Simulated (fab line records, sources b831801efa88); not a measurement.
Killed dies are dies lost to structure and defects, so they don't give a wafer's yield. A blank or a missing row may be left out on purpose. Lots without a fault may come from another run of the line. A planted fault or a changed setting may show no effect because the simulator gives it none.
One fault seen from 2 desks | flow gf180mcu | each desk has only its own numbers; what lay behind them comes last

THE TOOL OWNER'S DESK: pecvd-04
The tool's own readings at GF_V3_CVD_02 (deposits SiO2 from TEOS, target thk 850 nm, time 94.851 s): means of the sampled wafers that have a number, for each lot that ran on this tool. A lot is out of limits, marked OUT, if its mean lies more than 4 standard deviations from the usual mean; the brackets give that distance.
Columns: A = heater_power_w at GF_V3_CVD_02, usual 668 W
lot  | first seen here | A
L416 | day 21 21:45    | 728
L422 | day 24 06:59    | 677
L425 | day 25 06:08    | 625
L427 | day 25 16:25    | 709
L429 | day 26 09:41    | 769
L430 | day 26 18:20    | 682
This desk's finding: nothing out of limits on any of the 6 lots.

THE METROLOGY DESK
What the gauges read, lot by lot, whatever tool the lot ran on: means of the sampled wafers that have a number. A lot is out of limits, marked OUT, if its mean lies more than 4 standard deviations from the usual mean; the brackets give that distance.
Columns: A = V3_CVD_02_THK at GF_V3_THK_MEAS_03, usual 842 nm; B = cd_nm at GF_V3_CD_MEAS_14, usual 260.2 nm
lot  | first seen here | A              | B
L416 | day 21 21:49    | 826            | 261.0
L417 | day 22 13:20    | 837            | 259.5
L420 | day 23 21:56    | 848            | 259.0
L422 | day 24 07:04    | 836            | 261.2
L425 | day 25 06:13    | 829            | 260.6
L427 | day 25 16:29    | 824            | 260.6
L429 | day 26 09:46    | 963 (+8.6) OUT | 261.7
L430 | day 26 18:25    | 954 (+8.0) OUT | 260.3
L433 | day 27 18:02    | 844            | 260.8
L437 | day 28 19:10    | 859            | 258.8
L438 | day 29 02:01    | 835            | 261.3
This desk's finding: out of limits on L429, L430; first on L429, day 26 09:46 (V3_CVD_02_THK at GF_V3_THK_MEAS_03). In limits: L416, L417, L420, L422, L425, L427, L433, L437, L438.

PUT TOGETHER
The metrology desk could have raised an alarm at day 26 09:46, on L429, L430.
The tool owner's desk saw nothing out of limits.
The tool owner's desk has L429, L430 on record, within its limits.
Of the lots named, all ran GF_V3_CVD_02 on pecvd-04.

WHAT THE SIMULATOR HAD PUT IN
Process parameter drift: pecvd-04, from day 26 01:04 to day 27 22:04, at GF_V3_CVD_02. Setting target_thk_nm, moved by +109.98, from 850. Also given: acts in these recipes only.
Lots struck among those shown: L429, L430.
Hours from the fault's start to each desk's first reading out of limits: the metrology desk, 9.
